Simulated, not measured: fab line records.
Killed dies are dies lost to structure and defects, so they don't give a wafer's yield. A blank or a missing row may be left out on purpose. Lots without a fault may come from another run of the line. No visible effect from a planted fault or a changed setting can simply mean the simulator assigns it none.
Struck lot and sound lot, side by side :: flow gf180mcu :: 43 out of 602 route steps
Sound: wafers L957.1, L957.3, L957.5. The struck wafers were L967.1, L967.4, L967.6. The cause is named last.
For every step that has rows: the tool of each side, followed by ch and its chambers, followed by its first start. Under that, the readings that differ: sound wafers :: struck wafers :: difference of the means :: sigmas: that difference in standard deviations of wafers without a fault.
alike: same words and numbers on both sides, and readings whose means sit less than 2 such deviations apart. not compared: any withheld reading, any reading some wafer has no value for, any bound like >300 that may hide the same value, and any number with overlapping values for which the record gives no deviation.
A row with sigmas, a row that says differs or no value, or rows on one side alone: a step with any of these is where the two part. Numbers that have no deviation but don't overlap get no sigmas and don't part them. A reading that every wafer of one side lacks parts them only if that side has two wafers or more.

first, 2 steps without rows for these wafers: GF_VT_IMPLANT_PEB_05; GF_VT_IMPLANT_DEVELOP_06 (develop time 60 s).
GF_VT_IMPLANT_OVL_MEAS_07:
  sound: overlay-02 at day 6 03:01; struck: overlay-01 at day 8 12:28
  alike: VT_IMPLANT_OVL
following that, these wafers have no rows for 1 step: GF_VT_IMPLANT_IMPLANT_08.
GF_VT_IMPLANT_STRIP_09: strips in O2/N2.
  sound on plasma_asher-01 ch 1, day 6 03:13; struck on plasma_asher-01 ch 0,1, day 8 12:40
reading: strip_time_to_endpoint_s (s)
sound: 12.69 12.65 12.67
struck: 12.77 12.77 12.74
difference: +0.09
sigmas: +3
  alike: drypump_motor_current_A, heater_power_w, oes_product_au
  not compared: rf_hours_counter_h
GF_VT_IMPLANT_TW_MEAS_10:
  sound: film_metro-02 at day 6 03:19; struck: film_metro-02 at day 8 12:46
  alike: VT_IMPLANT_TW
then, 6 steps without rows for these wafers: GF_VT_IMPLANT_DEHYDRATE_11 (time 60 s); GF_VT_IMPLANT_HMDS_12 (prime time 60 s); GF_VT_IMPLANT_COAT_13 (resist thk 1000 nm); GF_VT_IMPLANT_SOFTBAKE_14 (time 60 s); GF_VT_IMPLANT_EXPOSE_15 (exposes mask Nwell LV AREA, target cd 860 nm); GF_VT_IMPLANT_PEB_16.
GF_VT_IMPLANT_DEVELOP_17: develop time 60 s.
  sound on litho_track-04 ch 0, day 6 18:04; struck on litho_track-04 ch 0, day 9 05:40
GF_VT_IMPLANT_OVL_MEAS_18:
  sound: overlay-02 at day 6 18:13; struck: overlay-01 at day 9 05:49
  alike: VT_IMPLANT_01_OVL
following that, these wafers have no rows for 1 step: GF_VT_IMPLANT_IMPLANT_19.
GF_VT_IMPLANT_STRIP_20: strips in O2/N2.
  sound on plasma_asher-04 ch 0,1, day 6 18:24; struck on plasma_asher-04 ch 1, day 9 06:00
  alike: drypump_motor_current_A, heater_power_w, oes_product_au, strip_time_to_endpoint_s
  not compared: rf_hours_counter_h
GF_VT_IMPLANT_TW_MEAS_21:
  sound: film_metro-02 at day 6 18:30; struck: film_metro-02 at day 9 06:06
  alike: VT_IMPLANT_2_TW
then, 7 steps without rows for these wafers: GF_VT_IMPLANT_DEHYDRATE_22 (time 60 s); GF_VT_IMPLANT_HMDS_23 (prime time 60 s); GF_VT_IMPLANT_COAT_24 (resist thk 1000 nm); GF_VT_IMPLANT_SOFTBAKE_25 (time 60 s); GF_VT_IMPLANT_EXPOSE_26 (exposes mask LVPWELL HV AREA, target cd 860 nm); GF_VT_IMPLANT_PEB_27; GF_VT_IMPLANT_DEVELOP_28 (develop time 60 s).
GF_VT_IMPLANT_OVL_MEAS_29:
  sound: overlay-02 at day 7 10:10; struck: overlay-02 at day 9 22:49
  alike: VT_IMPLANT_02_OVL
following that, these wafers have no rows for 1 step: GF_VT_IMPLANT_IMPLANT_30.
GF_VT_IMPLANT_STRIP_31: strips in O2/N2.
  sound on plasma_asher-01 ch 1, day 7 10:21; struck on plasma_asher-04 ch 0, day 9 23:01
  alike: drypump_motor_current_A, heater_power_w, oes_product_au, strip_time_to_endpoint_s
  not compared: rf_hours_counter_h
GF_VT_IMPLANT_TW_MEAS_32:
  sound: film_metro-02 at day 7 10:27; struck: film_metro-01 at day 9 23:07
  alike: VT_IMPLANT_3_TW
then, 7 steps without rows for these wafers: GF_VT_IMPLANT_DEHYDRATE_33 (time 60 s); GF_VT_IMPLANT_HMDS_34 (prime time 60 s); GF_VT_IMPLANT_COAT_35 (resist thk 1000 nm); GF_VT_IMPLANT_SOFTBAKE_36 (time 60 s); GF_VT_IMPLANT_EXPOSE_37 (exposes mask Nwell HV AREA, target cd 860 nm); GF_VT_IMPLANT_PEB_38; GF_VT_IMPLANT_DEVELOP_39 (develop time 60 s).
GF_VT_IMPLANT_OVL_MEAS_40:
  sound: overlay-02 at day 8 02:28; struck: overlay-02 at day 10 17:22
  alike: VT_IMPLANT_03_OVL
following that, these wafers have no rows for 1 step: GF_VT_IMPLANT_IMPLANT_41.
GF_VT_IMPLANT_STRIP_42: strips in O2/N2.
  sound on plasma_asher-04 ch 0,1, day 8 02:39; struck on plasma_asher-04 ch 0,1, day 10 17:32
reading: strip_time_to_endpoint_s (s)
sound: 12.60 12.62 12.59
struck: 12.71 12.67 12.74
difference: +0.10
sigmas: +2
  alike: drypump_motor_current_A, heater_power_w, oes_product_au
  not compared: rf_hours_counter_h
GF_VT_IMPLANT_TW_MEAS_43:
  sound: film_metro-02 at day 8 02:45; struck: film_metro-04 at day 10 17:38
  alike: VT_IMPLANT_4_TW
then, 1 step without rows for these wafers: GF_VT_IMPLANT_CLEAN_44 (cleans in SC1/SC2, time 150 s).
GF_VT_IMPLANT_RTA_45: time 30 s.
  sound on rtp_anneal-01 ch 0, day 8 02:52; struck on rtp_anneal-01 ch 0, day 10 17:45
  alike: anneal_temp_c_max, lamp_power_pct, wafer_temp_C_max
GF_VT_IMPLANT_RS_MEAS_46: measures by four-point-probe.
  sound: film_metro-01 at day 8 02:58; struck: film_metro-01 at day 10 17:51
  alike: MVSD_RS
-- here the record skips 21 days between the struck wafers' starts before and after, leaving off in module VT_IMPLANT and picking up in module PASSIVATION (first step shown: number 602 of the route) --
GF_PASSIVATION_PROBE_99:
  record: rows for the struck wafers here (prober-02, day 32 05:46), none for the sound ones

== WHERE THEY PART ==
Earliest at GF_VT_IMPLANT_STRIP_09; latest, in this record, at GF_PASSIVATION_PROBE_99.

WHY: what the simulator had put in
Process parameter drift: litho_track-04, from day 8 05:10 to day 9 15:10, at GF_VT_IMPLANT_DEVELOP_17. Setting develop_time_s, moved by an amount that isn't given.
